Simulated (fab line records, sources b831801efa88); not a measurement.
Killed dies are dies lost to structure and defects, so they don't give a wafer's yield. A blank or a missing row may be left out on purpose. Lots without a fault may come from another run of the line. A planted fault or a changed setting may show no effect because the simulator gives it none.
One fault seen from 2 desks | flow gf180mcu | each desk has only its own numbers; what lay behind them comes last

THE TOOL OWNER'S DESK: pecvd-03
The tool's own readings at GF_V1_CVD_02 (deposits SiO2 from TEOS, target thk 850 nm, time 94.851 s): means of the sampled wafers that have a number, for each lot that ran on this tool. A lot is out of limits, marked OUT, if its mean lies more than 4 standard deviations from the usual mean; the brackets give that distance.
Columns: A = heater_power_w at GF_V1_CVD_02, usual 702 W; B = run_length_s at GF_V1_CVD_02, usual 122.7 s
lot  | first seen here | A   | B
L737 | day 17 07:05    | 704 | 122.4
L749 | day 22 03:02    | 701 | 122.2
L756 | day 23 23:59    | 749 | 158.9 (+66) OUT
L757 | day 24 08:07    | 745 | 158.5 (+65) OUT
This desk's finding: out of limits on L756, L757; first on L756, day 23 23:59 (run_length_s at GF_V1_CVD_02). In limits: L737, L749.

THE METROLOGY DESK
What the gauges read, lot by lot, whatever tool the lot ran on: means of the sampled wafers that have a number. A lot is out of limits, marked OUT, if its mean lies more than 4 standard deviations from the usual mean; the brackets give that distance.
Columns: A = M1_ALCU_RS at GF_M1_RS_MEAS_05, usual 0.0697 ohm/sq; B = M1_OVL at GF_M1_OVL_MEAS_15, usual 2 nm; C = V1_CVD_02_THK at GF_V1_THK_MEAS_03, usual 852 nm; D = V1_OVL at GF_V1_OVL_MEAS_15, usual 1 nm
lot  | first seen here | A      | B  | C              | D
L737 | day 16 07:40    | 0.0700 | 0  | 847            | 6
L738 | day 16 21:59    | 0.0702 | 1  | 834            | 2
L739 | day 17 00:59    | 0.0701 | 11 | 858            | 3
L741 | day 18 02:28    | 0.0708 | -5 | 853            | 4
L744 | day 19 06:24    | 0.0702 | 1  | 854            | 2
L746 | day 19 17:55    | 0.0688 | 3  | 854            | -6
L748 | day 20 08:46    | 0.0698 | 3  | 859            | 3
L749 | day 21 02:07    | 0.0705 | 3  | 861            | -2
L756 | day 22 23:25    | 0.0697 | -2 | 1164 (+32) OUT | 6
L757 | day 23 08:00    | 0.0707 | 9  | 1165 (+32) OUT | 1
L758 | day 23 19:31    | 0.0690 | 4  | 853            | -3
L759 | day 24 10:41    | 0.0686 | -2 | 851            | 2
This desk's finding: out of limits on L756, L757; first on L756, day 24 00:04 (V1_CVD_02_THK at GF_V1_THK_MEAS_03). In limits: L737, L738, L739, L741, L744, L746, L748, L749, L758, L759.

PUT TOGETHER
The tool owner's desk could have raised an alarm at day 23 23:59, on L756, L757.
The metrology desk could have raised an alarm at day 24 00:04, on L756, L757.
Of the lots named, all ran GF_V1_CVD_02 on pecvd-03.

WHAT THE SIMULATOR HAD PUT IN
Process parameter drift: pecvd-03, from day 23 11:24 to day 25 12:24, at GF_V1_CVD_02. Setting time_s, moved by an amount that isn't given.
Lots struck among those shown: L756, L757.
Hours from the fault's start to each desk's first reading out of limits: the tool owner's desk, 13; the metrology desk, 13.
